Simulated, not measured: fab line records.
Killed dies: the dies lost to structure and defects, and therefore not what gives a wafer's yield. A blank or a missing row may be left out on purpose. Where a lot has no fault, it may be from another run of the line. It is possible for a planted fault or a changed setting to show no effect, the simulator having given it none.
Chamber matching :: flow sky130 :: 4 sister chambers for SKY_POLY_GATE_ETCH_16 on rie_diel-03
The step etches Si3N4 in CH3F/O2, stops on poly-Si, time 147.5 s, target depth 75 nm. 16 wafers are shown with their chamber, then 8 later ones without.

## WAFERS WITH THEIR CHAMBER
wafer: L929.1
chamber: 2
drypump_motor_current_A (A): 6.4
rf_fwd_power_W (W): 396.3
oes_product_au (a.u.): 0.628

wafer: L929.4
chamber: 3
drypump_motor_current_A (A): 5.8
rf_fwd_power_W (W): 396.8
oes_product_au (a.u.): 0.639

wafer: L929.6
chamber: 1
drypump_motor_current_A (A): 5.5
rf_fwd_power_W (W): 399.3
oes_product_au (a.u.): 0.636

wafer: L933.2
chamber: 3
drypump_motor_current_A (A): 5.8
rf_fwd_power_W (W): 398.4
oes_product_au (a.u.): 0.628

wafer: L933.5
chamber: 0
drypump_motor_current_A (A): 5.7
rf_fwd_power_W (W): 397.0
oes_product_au (a.u.): 0.640

wafer: L933.6
chamber: 3
drypump_motor_current_A (A): 5.8
rf_fwd_power_W (W): 398.9
oes_product_au (a.u.): 0.630

wafer: L935.1
chamber: 1
drypump_motor_current_A (A): 5.5
rf_fwd_power_W (W): 398.7
oes_product_au (a.u.): 0.631

wafer: L935.3
chamber: 0
drypump_motor_current_A (A): 5.7
rf_fwd_power_W (W): 398.4
oes_product_au (a.u.): 0.636

wafer: L935.4
chamber: 3
drypump_motor_current_A (A): 5.8
rf_fwd_power_W (W): 399.0
oes_product_au (a.u.): 0.643

wafer: L937.2
chamber: 1
drypump_motor_current_A (A): 5.5
rf_fwd_power_W (W): 399.2
oes_product_au (a.u.): 0.637

wafer: L937.3
chamber: 0
drypump_motor_current_A (A): 5.7
rf_fwd_power_W (W): 398.2
oes_product_au (a.u.): 0.646

wafer: L937.6
chamber: 0
drypump_motor_current_A (A): 5.8
rf_fwd_power_W (W): 397.8
oes_product_au (a.u.): 0.642

wafer: L939.2
chamber: 1
drypump_motor_current_A (A): 5.5
rf_fwd_power_W (W): 399.9
oes_product_au (a.u.): 0.641

wafer: L939.3
chamber: 2
drypump_motor_current_A (A): 6.3
rf_fwd_power_W (W): 399.1
oes_product_au (a.u.): 0.638

wafer: L939.4
chamber: 3
drypump_motor_current_A (A): 5.8
rf_fwd_power_W (W): 398.6
oes_product_au (a.u.): 0.648

wafer: L941.1
chamber: 1
drypump_motor_current_A (A): 5.5
rf_fwd_power_W (W): 398.2
oes_product_au (a.u.): 0.646

SIGNATURES (means of the wafers above)
reading: drypump_motor_current_A
chamber 0: 5.725
chamber 1: 5.500
chamber 2: 6.350
chamber 3: 5.800
scatter within a chamber: 0.0323

reading: rf_fwd_power_W
chamber 0: 397.850
chamber 1: 399.060
chamber 2: 397.700
chamber 3: 398.340
scatter within a chamber: 0.909

reading: oes_product_au
chamber 0: 0.64100
chamber 1: 0.63820
chamber 2: 0.63300
chamber 3: 0.63760
scatter within a chamber: 0.00657
Rule: a wafer's distance from a chamber is the root of the sum, over the readings, of the square of ((its reading less the chamber's mean) divided by the reading's scatter). If the next closest chamber is less than 2 further off than the closest, the wafer can't be placed; otherwise it belongs to the closest. The scatter: the root of (the sum of the squares of (reading less its chamber's mean) over the shown wafers, divided by (wafers less chambers)).

## WAFERS MISSING THEIR CHAMBER
wafer: L941.4
drypump_motor_current_A (A): 6.3
rf_fwd_power_W (W): 397.3
oes_product_au (a.u.): 0.649

wafer: L941.6
drypump_motor_current_A (A): 5.8
rf_fwd_power_W (W): 400.0
oes_product_au (a.u.): 0.634

wafer: L948.1
drypump_motor_current_A (A): 5.8
rf_fwd_power_W (W): 399.1
oes_product_au (a.u.): 0.640

wafer: L948.2
drypump_motor_current_A (A): 6.4
rf_fwd_power_W (W): 398.4
oes_product_au (a.u.): 0.634

wafer: L948.5
drypump_motor_current_A (A): 5.7
rf_fwd_power_W (W): 396.3
oes_product_au (a.u.): 0.633

wafer: L949.4
drypump_motor_current_A (A): 5.7
rf_fwd_power_W (W): 396.8
oes_product_au (a.u.): 0.645

wafer: L949.5
drypump_motor_current_A (A): 6.4
rf_fwd_power_W (W): 399.5
oes_product_au (a.u.): 0.642

wafer: L949.6
drypump_motor_current_A (A): 5.8
rf_fwd_power_W (W): 398.4
oes_product_au (a.u.): 0.645

## WHICH CHAMBER EACH WENT THROUGH
wafer: L941.4
from the rows above: 2
in truth: 2

wafer: L941.6
from the rows above: can't be placed: 3 or 0
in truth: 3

wafer: L948.1
from the rows above: can't be placed: 3 or 0
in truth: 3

wafer: L948.2
from the rows above: 2
in truth: 2

wafer: L948.5
from the rows above: can't be placed: 0 or 3
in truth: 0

wafer: L949.4
from the rows above: 0
in truth: 0

wafer: L949.5
from the rows above: 2
in truth: 2

wafer: L949.6
from the rows above: can't be placed: 3 or 0
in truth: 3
4 of 8 placed correctly. From these rows, 4 cannot be placed; in 4 the true chamber is one of the candidates. Wrongly placed: 0.
